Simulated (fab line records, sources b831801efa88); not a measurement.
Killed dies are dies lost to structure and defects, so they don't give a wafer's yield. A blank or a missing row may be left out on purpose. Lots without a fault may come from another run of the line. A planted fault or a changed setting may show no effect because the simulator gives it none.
One fault seen from 2 desks | flow sky130 | each desk has only its own numbers; what lay behind them comes last

THE METROLOGY DESK
What the gauges read, lot by lot, whatever tool the lot ran on: means of the sampled wafers that have a number. A lot is out of limits, marked OUT, if its mean lies more than 4 standard deviations from the usual mean; the brackets give that distance.
Columns: A = CONTACT_CVD_00_THK at SKY_CONTACT_THK_MEAS_01, usual 74.9 nm; B = METAL1_ALCU_RS at SKY_METAL1_RS_MEAS_05, usual 0.1270 ohm/sq; C = METAL1_ALCU_THK at SKY_METAL1_THK_MEAS_06, usual 247.5 nm
lot  | first seen here | A    | B                 | C
L438 | day 30 04:17    | 75.7 | 0.1249            | 252.2
L440 | day 30 21:25    | 75.1 | 0.1272            | 250.0
L444 | day 32 06:00    | 75.0 | 0.1276            | 246.8
L447 | day 34 08:45    | 74.9 | 0.1259            | 250.7
L448 | day 34 09:23    | 75.3 | 0.1347 (+7.0) OUT | 234.3 (-4.7) OUT
L451 | day 35 08:43    | 75.1 | 0.1279            | 245.8
L452 | day 35 10:07    | 75.1 | 0.1276            | 244.1
L455 | day 36 01:46    | 74.1 | 0.1272            | 246.7
L457 | day 37 01:28    | 76.8 | 0.1264            | 249.8
L460 | day 37 10:13    | 74.1 | 0.1267            | 248.0
This desk's finding: out of limits on L448; first on L448, day 35 13:19 (METAL1_ALCU_RS at SKY_METAL1_RS_MEAS_05). In limits: L438, L440, L444, L447, L451, L452, L455, L457, L460.

THE TOOL OWNER'S DESK: pvd_sputter-02
The tool's own readings at SKY_METAL1_SPUTTER_02 (material AlCu, target thk 250 nm, time 13.3 s): means of the sampled wafers that have a number, for each lot that ran on this tool. A lot is out of limits, marked OUT, if its mean lies more than 4 standard deviations from the usual mean; the brackets give that distance.
Columns: A = throttle_valve_pct at SKY_METAL1_SPUTTER_02, usual 29.5 %
lot  | first seen here | A
L444 | day 33 11:20    | 29.0
L448 | day 35 13:14    | 29.1
This desk's finding: nothing out of limits on any of the 2 lots.

PUT TOGETHER
The metrology desk could have raised an alarm at day 35 13:19, on L448.
The tool owner's desk saw nothing out of limits.
The tool owner's desk has L448 on record, within its limits.
Of the lots named, all ran SKY_METAL1_SPUTTER_02 on pvd_sputter-02.

WHAT THE SIMULATOR HAD PUT IN
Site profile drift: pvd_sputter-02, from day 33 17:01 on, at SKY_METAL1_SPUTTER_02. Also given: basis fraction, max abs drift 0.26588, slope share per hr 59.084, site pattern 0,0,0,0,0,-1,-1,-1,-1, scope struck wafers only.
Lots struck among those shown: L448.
Hours from the fault's start to each desk's first reading out of limits: the metrology desk, 44.
